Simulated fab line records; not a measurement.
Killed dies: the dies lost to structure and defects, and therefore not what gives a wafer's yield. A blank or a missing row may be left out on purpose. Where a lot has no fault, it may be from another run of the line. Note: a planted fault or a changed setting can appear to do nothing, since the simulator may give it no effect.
fab line records	flow sky130
[record] lots = 11	wafers = 33	last_day = 50
route steps=708 shown SD_N@354 LI_CONTACT@377 PAD_OPEN@708
lots that met no fault: taken from a fault-free run of the same line
start_h: start of the lot's first displayed wafer, in hours after the record's first day	wait_h: hours from the lot's prior step to this one	" as in the row above	L1.1+2: a row that stands for several wafers	- value missing, or start not given	* or withheld: withheld	< > ~ a bound
route shown NAME@n: NAME is a module with steps in the file, n the number in the route of the first one	usual: the fault-free wafers' mean and standard deviation	same: alike in all rows	chamber/n: place in a boat	sites: each site's reading	_std_site: standard deviation of those values	_edge_site: mean of outer sites minus mean of inner sites	radius_mm: how far each site lies from the wafer's centre	mask NAME#n: copy n	behind: the last tool/chamber to shape the wafer	hold: why the lot went on hold/how many hours it stayed there/how the hold came to an end	device: transistor that didn't switch, given as n, p or np	end of line: tests run on the same wafers once the route is complete	a step with no rows: only its recipe	killed: count of dies lost to structure and defects at first sort (not the wafer's yield)	map: a wafer's dies, marking killed ones x, the rest . and places with no die _
set.NAME: the setting as run; set.NAME@STEP: as run at that earlier step	model.NAME: the simulator's own value behind a step, which no gauge read
steps of the route over a sample of lots; a table a step, a row a wafer
services: a tool's chamber out of use, with start hour (start_h, from the record's first day; less than 0 if before it), hours out, and reason
[[steps]]
[step SKY_SD_N_TW_MEAS_12]
[usual] SD_N_TW = 3981/36
lot.wafer	tool	chamber	start_h	wait_h	SD_N_TW
L847.4	film_metro-01	-	683.29	0.1	3912
L847.5	"	-	"	"	3926
L847.6	"	-	"	"	3888
L848.1	film_metro-01	-	692.70	0.1	3937
L848.4	"	-	"	"	3942
L848.5	"	-	"	"	3951
L849.1	film_metro-04	-	693.46	0.1	4029
L849.2	"	-	"	"	4022
L849.3	"	-	"	"	4022
L852.1	film_metro-03	-	720.76	0.1	4026
L852.2	"	-	"	"	4025
L852.5	"	-	"	"	4020
L859.1	film_metro-01	-	781.92	0.1	3964
L859.3	"	-	"	"	3931
L859.6	"	-	"	"	3958
L860.2	film_metro-01	-	784.06	0.1	3943
L860.3	"	-	"	"	3955
L860.6	"	-	"	"	3949
L861.1	film_metro-04	-	801.85	0.1	4012
L861.4	"	-	"	"	4016
L861.5	"	-	"	"	4003
L863.2	film_metro-03	-	803.48	0.1	3998
L863.3	"	-	"	"	3984
L863.6	"	-	"	"	4009
L864.1	film_metro-01	-	805.87	0.1	3958
L864.3	"	-	"	"	3961
L864.5	"	-	"	"	3957
L865.2	film_metro-04	-	818.32	0.1	4022
L865.3	"	-	"	"	4029
L865.5	"	-	"	"	4028
L866.1	film_metro-04	-	825.36	0.1	4011
L866.2	"	-	"	"	4028
L866.3	"	-	"	"	4010
[step SKY_SD_N_RTA_14]
[recipe] temp_c = 1075	time_s = 2	idle_temp_c = 650	ramp_up_c_per_s = 150	ramp_down_c_per_s = 90	ambient = N2
[usual] lamp_power_pct = 15.73/0.056	wafer_temp_C_max = 1078.1/1.3
lot.wafer	tool	chamber	start_h	wait_h	lamp_power_pct	wafer_temp_C_max
L847.4	rtp_anneal-02	0	683.40	0.0	15.77	1078.2
L847.5	"	0	"	"	15.74	1078.3
L847.6	"	0	"	"	15.73	1077.0
L848.1	rtp_anneal-02	0	692.81	0.0	15.76	1076.0
L848.4	"	0	"	"	15.63	1078.4
L848.5	"	0	"	"	15.69	1082.4
L849.1	rtp_anneal-01	0	693.57	0.0	15.68	1078.6
L849.2	"	0	"	"	15.75	1078.0
L849.3	"	0	"	"	15.75	1076.7
L852.1	rtp_anneal-02	0	720.93	0.0	15.77	1078.8
L852.2	"	0	"	"	15.79	1079.5
L852.5	"	0	"	"	15.78	1075.8
L859.1	rtp_anneal-01	0	782.03	0.0	15.67	1077.6
L859.3	"	0	"	"	15.80	1077.0
L859.6	"	0	"	"	15.81	1078.7
L860.2	rtp_anneal-02	0	784.17	0.0	15.80	1077.2
L860.3	"	0	"	"	15.71	1076.7
L860.6	"	0	"	"	15.74	1076.5
L861.1	rtp_anneal-02	0	801.96	0.0	15.67	1076.8
L861.4	"	0	"	"	15.64	1078.6
L861.5	"	0	"	"	15.79	1078.1
L863.2	rtp_anneal-01	0	803.59	0.0	15.72	1077.7
L863.3	"	0	"	"	15.72	1077.5
L863.6	"	0	"	"	15.76	1076.5
L864.1	rtp_anneal-02	0	805.98	0.0	15.65	1079.2
L864.3	"	0	"	"	15.77	1078.5
L864.5	"	0	"	"	15.75	1077.2
L865.2	rtp_anneal-01	0	818.43	0.0	15.68	1076.6
L865.3	"	0	"	"	15.71	1079.2
L865.5	"	0	"	"	15.66	1077.5
L866.1	rtp_anneal-02	0	825.47	0.0	15.81	1079.6
L866.2	"	0	"	"	15.68	1079.4
L866.3	"	0	"	"	15.67	1077.9
[step SKY_LI_CONTACT_ETCH_15]
[recipe] target = PSG	chemistry = C4F8/O2/Ar	stop_on = Si	taper_deg = 4.15	mask_material = KrF-thick	source_w = 1500	bias_w = 1200	pressure_mtorr = 40	c4f8_flow_sccm = withheld	O2_flow_sccm = 6	Ar_flow_sccm = 300	time_s = withheld	target_depth_a = 6000
[usual] oes_product_au = 0.837/0.0042
lot.wafer	tool	chamber	start_h	wait_h	oes_product_au
L847.4	rie_diel-01	0	712.88	0.0	0.838
L847.5	"	2	"	"	0.833
L847.6	"	1	"	"	0.831
L848.1	rie_diel-04	1	722.19	0.0	0.837
L848.4	"	2	"	"	0.836
L848.5	"	3	"	"	0.836
L849.1	rie_diel-03	1	722.30	0.0	0.838
L849.2	"	3	"	"	0.837
L849.3	"	2	"	"	0.842
L852.1	rie_diel-01	1	749.25	0.0	0.830
L852.2	"	2	"	"	0.845
L852.5	"	1	"	"	0.833
L859.1	rie_diel-01	2	809.55	0.0	0.833
L859.3	"	1	"	"	0.835
L859.6	"	1	"	"	0.838
L860.2	rie_diel-01	3	812.50	0.0	0.836
L860.3	"	1	"	"	0.841
L860.6	"	3	"	"	0.840
L861.1	rie_diel-01	1	830.10	0.0	0.835
L861.4	"	0	"	"	0.836
L861.5	"	1	"	"	0.833
L863.2	rie_diel-01	0	830.94	0.0	0.839
L863.3	"	1	"	"	0.830
L863.6	"	2	"	"	0.830
L864.1	rie_diel-04	2	833.70	0.0	0.831
L864.3	"	1	"	"	0.836
L864.5	"	3	"	"	0.835
L865.2	rie_diel-04	2	844.79	0.0	0.837
L865.3	"	3	"	"	0.839
L865.5	"	1	"	"	0.841
L866.1	rie_diel-01	3	853.39	0.0	0.842
L866.2	"	2	"	"	0.843
L866.3	"	0	"	"	0.836
[step SKY_LI_CONTACT_CVD_21]
[recipe] material = W	target_thk_nm = 400	time_s = 120.56	temp_c = 400	pressure_torr = 40
[usual] heater_power_w = 910/75	susceptor_temp_C = 399.97/0.25
lot.wafer	tool	chamber	start_h	wait_h	heater_power_w	susceptor_temp_C
L847.4	cvd_w-01	1	713.44	0.1	811	400.21
L847.5	"	1	"	"	823	400.25
L847.6	"	0	"	"	843	399.61
L849.1	cvd_w-02	1	722.84	0.0	902	400.11
L849.2	"	0	"	"	1003	399.77
L849.3	"	0	"	"	1026	400.05
L848.1	cvd_w-01	0	722.92	0.0	784	383.60
L848.4	"	0	"	"	794	383.89
L848.5	"	1	"	"	759	383.84
L852.1	cvd_w-01	1	749.94	0.0	737	384.05
L852.2	"	0	"	"	796	384.58
L852.5	"	1	"	"	755	384.34
L859.1	cvd_w-02	1	810.09	0.0	919	399.90
L859.3	"	0	"	"	1036	400.32
L859.6	"	1	"	"	925	399.46
L860.2	cvd_w-01	1	813.04	0.0	817	400.04
L860.3	"	1	"	"	822	400.20
L860.6	"	0	"	"	877	399.67
L861.1	cvd_w-01	1	830.63	0.0	829	399.94
L861.4	"	0	"	"	879	400.34
L861.5	"	1	"	"	816	400.23
L863.2	cvd_w-01	0	831.67	0.0	887	399.79
L863.3	"	0	"	"	869	399.76
L863.6	"	1	"	"	815	400.67
L864.1	cvd_w-01	1	834.24	0.0	807	399.92
L864.3	"	0	"	"	857	399.79
L864.5	"	0	"	"	872	399.92
L865.2	cvd_w-01	0	845.34	0.0	872	400.01
L865.3	"	1	"	"	812	399.44
L865.5	"	0	"	"	894	399.94
L866.1	cvd_w-01	1	853.91	0.0	825	400.02
L866.2	"	0	"	"	867	399.87
L866.3	"	1	"	"	832	400.15
[step SKY_LI_CONTACT_RS_MEAS_22]
[recipe] thk_meas_gauge = four-point-probe	reads = W_of_LI_CONTACT_CVD_21+TiN_of_LI_CONTACT_SPUTTER_20+Ti_of_LI_CONTACT_SPUTTER_19
[usual] LI_CONTACT_W_RS = 0.2849/0.0026
lot.wafer	tool	chamber	start_h	wait_h	LI_CONTACT_W_RS[ohm/sq]
L847.4	film_metro-04	-	713.58	0.1	0.2910
L847.5	"	-	"	"	0.2860
L847.6	"	-	"	"	0.2827
L849.1	film_metro-01	-	722.96	0.1	0.2874
L849.2	"	-	"	"	0.2888
L849.3	"	-	"	"	0.2880
L848.1	film_metro-03	-	723.04	0.1	0.3839
L848.4	"	-	"	"	0.3842
L848.5	"	-	"	"	0.3866
L852.1	film_metro-01	-	750.07	0.1	0.3817
L852.2	"	-	"	"	0.3804
L852.5	"	-	"	"	0.3766
L859.1	film_metro-01	-	810.21	0.1	0.2807
L859.3	"	-	"	"	0.2861
L859.6	"	-	"	"	0.2817
L860.2	film_metro-04	-	813.18	0.1	0.2842
L860.3	"	-	"	"	0.2857
L860.6	"	-	"	"	0.2864
L861.1	film_metro-03	-	830.76	0.1	0.2861
L861.4	"	-	"	"	0.2854
L861.5	"	-	"	"	0.2863
L863.2	film_metro-01	-	831.81	0.1	0.2885
L863.3	"	-	"	"	0.2870
L863.6	"	-	"	"	0.2889
L864.1	film_metro-04	-	834.37	0.1	0.2911
L864.3	"	-	"	"	0.2894
L864.5	"	-	"	"	0.2862
L865.2	film_metro-03	-	845.49	0.1	0.2823
L865.3	"	-	"	"	0.2858
L865.5	"	-	"	"	0.2805
L866.1	film_metro-03	-	854.04	0.1	0.2837
L866.2	"	-	"	"	0.2835
L866.3	"	-	"	"	0.2844
[step SKY_LI_CONTACT_THK_MEAS_23]
[recipe] thk_meas_gauge = xrf	reads = W_of_LI_CONTACT_CVD_21
[usual] LI_CONTACT_W_THK = 399/5.8
lot.wafer	tool	chamber	start_h	wait_h	LI_CONTACT_W_THK[nm]
L847.4	film_metro-04	-	713.67	0.1	394
L847.5	"	-	"	"	398
L847.6	"	-	"	"	407
L849.1	film_metro-01	-	723.08	0.1	396
L849.2	"	-	"	"	392
L849.3	"	-	"	"	392
L848.1	film_metro-03	-	723.16	0.1	297
L848.4	"	-	"	"	297
L848.5	"	-	"	"	293
L852.1	film_metro-01	-	750.19	0.1	299
L852.2	"	-	"	"	300
L852.5	"	-	"	"	303
L859.1	film_metro-01	-	810.33	0.1	399
L859.3	"	-	"	"	395
L859.6	"	-	"	"	403
L860.2	film_metro-04	-	813.29	0.1	403
L860.3	"	-	"	"	400
L860.6	"	-	"	"	399
L861.1	film_metro-03	-	830.88	0.1	391
L861.4	"	-	"	"	391
L861.5	"	-	"	"	389
L863.2	film_metro-01	-	831.92	0.1	391
L863.3	"	-	"	"	392
L863.6	"	-	"	"	391
L864.1	film_metro-04	-	834.49	0.1	392
L864.3	"	-	"	"	395
L864.5	"	-	"	"	398
L865.2	film_metro-03	-	845.60	0.1	400
L865.3	"	-	"	"	397
L865.5	"	-	"	"	402
L866.1	film_metro-03	-	854.16	0.1	398
L866.2	"	-	"	"	396
L866.3	"	-	"	"	396
[step SKY_LI_CONTACT_CMP_24]
[recipe] stop_on = PSG	t_overpolish_s = 20	down_force_psi = 3.5	platen_rpm = 60	target_thk_nm = 0	pad_velocity_m_s = 0.94248
[usual] motor_current_A = 11.0/1.2	slurry_filter_dp_kPa = 13.49/0.14	time_to_endpoint_s = 97/3.3
lot.wafer	tool	chamber	start_h	wait_h	motor_current_A	slurry_filter_dp_kPa	time_to_endpoint_s
L847.4	cmp-01	0	713.75	0.1	11.3	13.67	94
L847.5	"	3	"	"	10.8	13.47	92
L847.6	"	0	"	"	11.5	13.51	94
L849.3	cmp-02	0	723.14	0.0	13.7	13.65	103
L849.2	"	1	"	"	10.0	13.51	97
L849.1	"	3	"	"	9.6	13.37	91
L848.1	cmp-01	0	723.32	0.1	11.5	13.56	77
L848.4	"	1	"	"	10.4	13.40	72
L848.5	"	3	"	"	10.9	13.63	74
L852.2	cmp-01	1	750.25	0.0	10.0	13.59	71
L852.1	"	0	"	"	10.9	13.66	73
L852.5	"	1	"	"	9.9	13.60	75
L859.1	cmp-02	2	810.39	0.1	11.7	13.51	94
L859.3	"	0	"	"	13.2	13.44	101
L859.6	"	2	"	"	11.6	13.40	96
L860.3	cmp-02	3	813.39	0.1	9.5	13.40	88
L860.2	"	1	"	"	10.1	13.50	97
L860.6	"	2	"	"	11.6	13.32	92
L861.1	cmp-02	3	831.04	0.1	9.6	13.50	93
L861.4	"	0	"	"	13.4	13.56	102
L861.5	"	2	"	"	11.7	13.62	96
L863.2	cmp-01	3	832.02	0.1	10.1	13.73	94
L863.3	"	1	"	"	9.8	13.40	96
L863.6	"	3	"	"	10.7	13.34	97
L864.3	cmp-01	0	834.65	0.1	11.3	13.48	97
L864.1	"	1	"	"	9.5	13.49	97
L864.5	"	3	"	"	10.4	13.61	101
L865.3	cmp-01	1	845.75	0.1	9.6	13.41	96
L865.2	"	2	"	"	10.2	13.42	97
L865.5	"	3	"	"	11.0	13.68	98
L866.2	cmp-02	1	854.22	0.0	10.5	13.39	97
L866.1	"	2	"	"	11.3	13.43	93
L866.3	"	0	"	"	13.1	13.46	101
[step SKY_PAD_OPEN_PROBE_99]
[usual] killed_at_M0_to_M3 = 43/6.8	killed_at_M4_up = 3.2/1.7	killed_at_contacts = 24/5.7	killed_at_front_end = 16/4.3	killed_at_other = 0.3/0.56	killed_dies = 86/9.5	killed_open = 47/6.9	killed_short = 39/5.8
[same] gross_dies = 492	killed_at_back_side = 0
lot.wafer	tool	chamber	start_h	wait_h	killed_at_M0_to_M3	killed_at_M4_up	killed_at_contacts	killed_at_front_end	killed_at_other	killed_dies	killed_open	killed_short
L847.4	prober-01	-	1100.13	0.2	58	3	32	13	0	106	57	49
L847.5	prober-01	-	1100.18	0.2	43	1	15	12	0	71	37	34
L847.6	prober-01	-	1100.23	0.2	48	3	28	10	0	89	51	38
L849.1	prober-01	-	1110.23	0.1	34	2	13	13	1	63	33	30
L849.2	prober-01	-	1110.28	0.1	35	4	25	17	0	81	38	42
L849.3	prober-01	-	1110.33	0.2	40	5	20	12	1	78	36	42
L861.1	prober-02	-	1185.27	0.1	44	5	30	16	1	96	56	39
L861.4	prober-02	-	1185.42	0.2	39	4	28	19	0	90	46	43
L861.5	prober-02	-	1185.47	0.2	33	1	23	20	0	77	48	29
L863.2	prober-01	-	1186.88	0.1	28	1	19	12	2	62	31	30
L863.3	prober-01	-	1186.93	0.2	37	3	23	13	0	76	42	34
L863.6	prober-01	-	1187.08	0.2	43	2	22	12	0	79	44	35
L864.1	prober-02	-	1188.52	0.1	42	2	27	15	1	87	42	45
L864.3	prober-02	-	1188.62	0.2	44	3	23	12	0	82	49	33
L864.5	prober-02	-	1188.72	0.2	50	2	26	14	0	92	48	44
// killed by level:class
L847.4 CONTACT:geometric_particle:open=13 METAL1:geometric_particle:short=10 VIA1:geometric_particle:open=10 LI_CONTACT:geometric_particle:open=8 METAL2:geometric_particle:short=8 VIA3:geometric_particle:open=7 VIA3:geometric_particle:short=6 FIELD_ISO:geometric_particle:open=5
L847.5 VIA2:geometric_particle:open=8 CONTACT:geometric_particle:open=6 VIA1:geometric_particle:open=6 VIA3:geometric_particle:short=5 METAL1:geometric_particle:short=5 VIA2:geometric_particle:short=5 VIA3:geometric_particle:open=5 FIELD_ISO:geometric_particle:open=3
L847.6 LI_CONTACT:geometric_particle:open=10 CONTACT:geometric_particle:open=8 METAL2:geometric_particle:short=8 VIA1:geometric_particle:open=8 METAL1:geometric_particle:open=6 FIELD_ISO:geometric_particle:open=5 METAL1:geometric_particle:short=5 VIA3:geometric_particle:short=5
L849.1 VIA3:geometric_particle:open=9 VIA1:geometric_particle:open=5 METAL2:geometric_particle:short=5 POLY_GATE:geometric_particle:short=4 LI_CONTACT:geometric_particle:open=4 VIA2:geometric_particle:open=4 LOCAL_INTERCONNECT:geometric_particle:short=3 CONTACT:geometric_particle:open=3
L849.2 METAL1:geometric_particle:short=10 LI_CONTACT:geometric_particle:open=8 CONTACT:geometric_particle:open=7 VIA2:geometric_particle:open=7 POLY_GATE:geometric_particle:short=5 CONTACT:geometric_particle:short=5 VIA1:geometric_particle:open=5 VIA3:geometric_particle:open=5
L849.3 LI_CONTACT:geometric_particle:open=7 CONTACT:geometric_particle:short=7 VIA1:geometric_particle:open=7 VIA1:geometric_particle:short=6 METAL2:geometric_particle:short=6 CONTACT:geometric_particle:open=4 METAL1:geometric_particle:short=4 VIA2:geometric_particle:short=4
L861.1 CONTACT:geometric_particle:open=14 VIA1:geometric_particle:open=13 VIA2:geometric_particle:open=6 FIELD_ISO:geometric_particle:short=5 METAL1:geometric_particle:short=5 LOCAL_INTERCONNECT:geometric_particle:short=5 LI_CONTACT:geometric_particle:open=5 VIA3:geometric_particle:short=5
L861.4 CONTACT:geometric_particle:open=8 LI_CONTACT:geometric_particle:open=8 METAL1:geometric_particle:short=8 CONTACT:geometric_particle:short=7 FIELD_ISO:geometric_particle:short=6 VIA2:geometric_particle:open=6 VIA3:geometric_particle:open=5 METAL2:geometric_particle:short=5
L861.5 VIA3:geometric_particle:open=10 LI_CONTACT:geometric_particle:open=7 POLY_GATE:geometric_particle:open=6 CONTACT:geometric_particle:open=6 FIELD_ISO:geometric_particle:short=5 FIELD_ISO:geometric_particle:open=5 METAL2:geometric_particle:short=5 VIA1:geometric_particle:open=5
L863.2 LI_CONTACT:geometric_particle:open=6 CONTACT:geometric_particle:short=6 VIA1:geometric_particle:open=5 POLY_GATE:geometric_particle:open=4 METAL2:geometric_particle:short=4 VIA3:geometric_particle:open=4 FIELD_ISO:geometric_particle:open=3 METAL3:geometric_particle:short=3
L863.3 VIA1:geometric_particle:open=8 VIA2:geometric_particle:open=7 LI_CONTACT:geometric_particle:open=7 METAL2:geometric_particle:short=5 CONTACT:geometric_particle:open=5 FIELD_ISO:geometric_particle:short=4 METAL1:geometric_particle:short=3 POLY_GATE:geometric_particle:short=3
L863.6 CONTACT:geometric_particle:open=8 METAL2:geometric_particle:short=8 VIA1:geometric_particle:open=6 LI_CONTACT:geometric_particle:open=6 POLY_GATE:geometric_particle:open=5 VIA1:geometric_particle:short=5 VIA2:geometric_particle:open=5 VIA3:geometric_particle:open=5
L864.1 VIA3:geometric_particle:open=12 LI_CONTACT:geometric_particle:open=9 METAL2:geometric_particle:short=7 CONTACT:geometric_particle:open=7 METAL1:geometric_particle:short=6 VIA1:geometric_particle:open=6 FIELD_ISO:geometric_particle:short=4 POLY_GATE:geometric_particle:short=4
L864.3 VIA1:geometric_particle:open=14 VIA3:geometric_particle:open=9 CONTACT:geometric_particle:open=8 FIELD_ISO:geometric_particle:short=7 LI_CONTACT:geometric_particle:open=6 CONTACT:geometric_particle:short=5 VIA2:geometric_particle:open=5 VIA2:geometric_particle:short=4
L864.5 VIA3:geometric_particle:open=10 VIA1:geometric_particle:open=9 CONTACT:geometric_particle:open=8 VIA2:geometric_particle:open=8 VIA1:geometric_particle:short=7 CONTACT:geometric_particle:short=5 LOCAL_INTERCONNECT:geometric_particle:short=5 METAL1:geometric_particle:short=5
[[services]]
tool	chamber	start_h	hours	kind
cmp-02	-	659.40	5.2	pm
cmp-01	-	660.30	0.7	repair
cmp-01	-	673.68	5.4	pm
rie_diel-01	0	673.91	5.5	repair
cvd_w-01	1	680.25	2.0	repair
rie_diel-04	2	692.67	9.4	repair
rie_diel-04	-	729.41	0.3	repair
cmp-02	-	740.48	4.0	repair
cmp-02	-	744.47	4.0	pm
cvd_w-02	0	745.17	13.4	repair
rie_diel-01	0	745.42	-	clean
rie_diel-01	0	745.42	14.9	scheduled_down
rie_diel-01	0	745.42	14.9	vent_cycle
rie_diel-03	2	746.47	7.1	repair
rie_diel-03	-	757.53	4.3	pm
rie_diel-04	0	771.80	8.2	repair
cmp-01	-	772.75	6.6	pm
rie_diel-03	2	778.82	1.6	repair
cmp-01	-	785.66	0.7	repair
rie_diel-01	2	791.27	10.2	repair
rie_diel-03	-	798.36	14.6	pm
rie_diel-04	0	810.69	2.5	repair
cmp-01	-	820.77	0.5	repair
cmp-02	-	838.25	2.7	repair
[[key]]
[first_sign] step = SKY_LI_CONTACT_CVD_21	reading = susceptor_temp_C	direction = down	sigmas = 64	usual = *	struck = *
[effect] step = SKY_LI_CONTACT_CVD_21	reading = heater_power_w	direction = down	sigmas = 1.8	usual = *	struck = *
[effect] step = SKY_LI_CONTACT_RS_MEAS_22	reading = LI_CONTACT_W_RS	direction = up	sigmas = 37	usual = 0.2849	struck = 0.3822
[effect] step = SKY_LI_CONTACT_THK_MEAS_23	reading = LI_CONTACT_W_THK	direction = down	sigmas = 17	usual = 399	struck = 298
[effect] step = SKY_LI_CONTACT_CMP_24	reading = time_to_endpoint_s	direction = down	sigmas = 7	usual = *	struck = *
met_at SKY_LI_CONTACT_CVD_21
struck_lots L848,L852
tester_left_out L848,L852
not_acting_at SKY_SD_N_TW_MEAS_12,SKY_SD_N_RTA_14,SKY_LI_CONTACT_ETCH_15
onset_between 713.44 722.92
[fault] kind = process_parameter_drift	tool = cvd_w-01	chamber = -	onset_h = 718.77	steps = SKY_LI_CONTACT_CVD_21	channel = temp_c	offset = *	shape = step	end_h = 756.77	acts_in = *	stated = *
// tester_left_out: of these lots the tester's yield and bins aren't shown, on N5 and GAA mostly nor the transistor test; their killed dies are dies lost to structure and defects alone, not to doping, threshold or leakage, so they don't give the yield
